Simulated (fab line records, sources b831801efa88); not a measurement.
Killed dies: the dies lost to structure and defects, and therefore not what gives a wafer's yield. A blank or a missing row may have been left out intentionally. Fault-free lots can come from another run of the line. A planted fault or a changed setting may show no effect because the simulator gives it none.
Matching of chambers | flow sky130 | rieDiel-03 running SKY_VIA2_ETCH_15: 4 sister chambers
The step etches SiO2 in C4F8/O2/Ar, stops on TiN, target depth 546 nm, time 84 s. 4 wafers are shown with their chamber, then 7 later ones without.

== WAFERS, EACH WITH ITS CHAMBER ==
wafer  | chamber | rfFwdPowerW (W)
L077.6 | 0       | 1488
L085.3 | 1       | 1488
L089.4 | 3       | 1493
L089.5 | 2       | 1493

== WAFERS WITH NO CHAMBER GIVEN ==
wafer  | rfFwdPowerW (W)
L089.6 | 1498
L093.3 | 1488
L093.5 | 1488
L093.6 | 1490
L094.2 | 1485
L094.3 | 1498
L094.4 | 1490

== THE CHAMBER EACH PASSED THROUGH ==
wafer  | from the rows above               | in truth
L089.6 | can't be placed: 2 or 3 or 0 or 1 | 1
L093.3 | can't be placed: 0 or 1 or 2 or 3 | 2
L093.5 | can't be placed: 0 or 1 or 2 or 3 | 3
L093.6 | can't be placed: 0 or 1 or 2 or 3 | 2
L094.2 | can't be placed: 0 or 1 or 2 or 3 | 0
L094.3 | can't be placed: 2 or 3 or 0 or 1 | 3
L094.4 | can't be placed: 0 or 1 or 2 or 3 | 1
Placed correctly: 0 of 7. From these rows, 7 cannot be placed; in 7 the true chamber is one of the candidates. 0 placed wrongly.
How it was worked out, from the rows above alone: a wafer's distance from a chamber is the root of the sum, over the readings, of the square of ((its reading less the chamber's mean) divided by the reading's scatter). If the next closest chamber is less than 2 further off than the closest, the wafer can't be placed; otherwise it belongs to the closest. A chamber's mean is the mean of its shown wafers. The scatter (one wafer shown for each chamber): square how far every hidden wafer sits from the nearest shown wafer, average those squares and take the square root.
